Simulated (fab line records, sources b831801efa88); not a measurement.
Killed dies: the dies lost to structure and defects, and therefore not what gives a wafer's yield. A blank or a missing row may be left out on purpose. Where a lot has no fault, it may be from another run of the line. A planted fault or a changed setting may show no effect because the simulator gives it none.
2 desks looking at one fault | flow gf180mcu | what lay behind the numbers comes last; until then each desk has only its own

== AT THE METROLOGY DESK ==
Means of the sampled wafers that have a number, per lot and without regard to the tool the lot ran on: this is what the gauges read. The brackets show how far a lot's mean lies from the usual mean; more than 4 standard deviations puts the lot out of limits, marked OUT.
Columns: A = V3_CVD_00_THK at GF_V3_THK_MEAS_01, usual 597 nm; B = M4_ALCU_RS at GF_M4_RS_MEAS_05, usual 0.0697 ohm/sq; C = M4_ALCU_THK at GF_M4_THK_MEAS_06, usual 441 nm
lot  | first seen here | A   | B                | C
L575 | day 21 08:07    | 594 | 0.0692           | 445
L577 | day 22 02:18    | 595 | 0.0691           | 443
L581 | day 23 17:16    | 596 | 0.0692           | 441
L583 | day 24 08:58    | 596 | 0.0689           | 446
L585 | day 24 21:51    | 595 | 0.0610 (-11) OUT | 505 (+12) OUT
L587 | day 25 15:45    | 594 | 0.0699           | 440
L588 | day 25 23:50    | 599 | 0.0611 (-11) OUT | 505 (+12) OUT
L592 | day 27 06:43    | 597 | 0.0700           | 442
L595 | day 28 04:41    | 594 | 0.0685           | 448
L597 | day 28 18:47    | 586 | 0.0702           | 437
L598 | day 29 03:17    | 587 | 0.0703           | 434
This desk finds L585, L588 out of limits, with the earliest case on L585 at day 25 22:13 (M4_ALCU_RS at GF_M4_RS_MEAS_05). L575, L577, L581, L583, L587, L592, L595, L597, L598 stayed within limits.

== FOR THE TOOL OWNER'S DESK: pvd sputter-04 ==
The tool's own readings at GF_M4_SPUTTER_02 (material AlCu, target thk 450 nm, time 23.9 s): means of the sampled wafers that have a number, for each lot that ran on this tool. The brackets show how far a lot's mean lies from the usual mean; more than 4 standard deviations puts the lot out of limits, marked OUT.
Columns: A = chamber pressure pa at GF_M4_SPUTTER_02, usual 0.4001 Pa; B = throttle valve pct at GF_M4_SPUTTER_02, usual 30.5 %
lot  | first seen here | A      | B
L575 | day 22 10:15    | 0.3998 | 31.2
L577 | day 23 03:52    | 0.4000 | 30.4
L581 | day 24 17:17    | 0.4001 | 30.1
L583 | day 25 08:59    | 0.4002 | 30.6
L585 | day 25 22:05    | 0.4005 | 30.2
L588 | day 26 22:52    | 0.4002 | 30.4
This desk found nothing out of limits on any of the 6 lots.

== ALL TOGETHER ==
An alarm was possible from the metrology desk at day 25 22:13, on L585, L588.
The tool owner's desk saw nothing out of limits.
The tool owner's desk has L585, L588 on record, within its limits.
GF_M4_SPUTTER_02 was run on pvd sputter-04 by each of the lots named.

== WHAT THE SIMULATOR HAD INSERTED ==
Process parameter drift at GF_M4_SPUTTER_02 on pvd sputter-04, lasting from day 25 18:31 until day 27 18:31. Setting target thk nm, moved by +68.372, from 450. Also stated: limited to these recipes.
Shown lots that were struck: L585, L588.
Time in hours between the start of the fault and the first out-of-limits reading at each desk: metrology desk, 4.
